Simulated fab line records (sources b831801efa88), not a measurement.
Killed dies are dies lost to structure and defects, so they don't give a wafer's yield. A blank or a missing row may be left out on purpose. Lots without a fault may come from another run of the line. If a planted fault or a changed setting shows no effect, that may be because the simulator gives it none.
Chamber matching ; flow gf180mcu ; wet-bench-04 running GF_DUAL_GATE_WET_ETCH_12: 4 sister chambers
The step etches SiO2 in dHF, target depth 13 nm, time 260 s. 4 wafers are shown with their chamber, then 9 later ones without.

== WAFERS PAIRED WITH THEIR CHAMBERS ==
wafer;chamber;temp-c (C)
L406.4;2;24.96
L408.6;0;24.96
L409.5;3;25.15
L411.6;1;24.92

== WAFERS WITH NO CHAMBER GIVEN ==
wafer;temp-c (C)
L412.4;25.18
L412.5;25.06
L412.6;24.95
L421.3;25.13
L421.4;25.11
L421.5;25.10
L422.1;25.18
L422.2;25.16
L422.4;25.25

== THE CHAMBER EACH PASSED THROUGH ==
wafer;from the rows above;in truth
L412.4;3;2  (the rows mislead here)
L412.5;can't be placed: 3 or 0 or 2 or 1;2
L412.6;can't be placed: 0 or 2 or 1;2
L421.3;3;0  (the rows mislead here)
L421.4;3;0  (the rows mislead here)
L421.5;can't be placed: 3 or 0 or 2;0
L422.1;3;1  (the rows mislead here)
L422.2;3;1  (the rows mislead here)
L422.4;3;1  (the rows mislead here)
Correct placement for 0 of the 9. From these rows, 3 cannot be placed; in 3 the true chamber is one of the candidates. 6 placed wrongly.
How it was worked out, from the rows above alone: a wafer's distance from a chamber is the root of the sum, over the readings, of the square of ((its reading less the chamber's mean) divided by the reading's scatter). If the next closest chamber is less than 2 further off than the closest, the wafer can't be placed; otherwise it belongs to the closest. For every chamber, the mean is computed from those of its wafers that are shown. The scatter: with one shown wafer a chamber, the root of the mean of the squares of how far each hidden wafer lies from its nearest shown one.
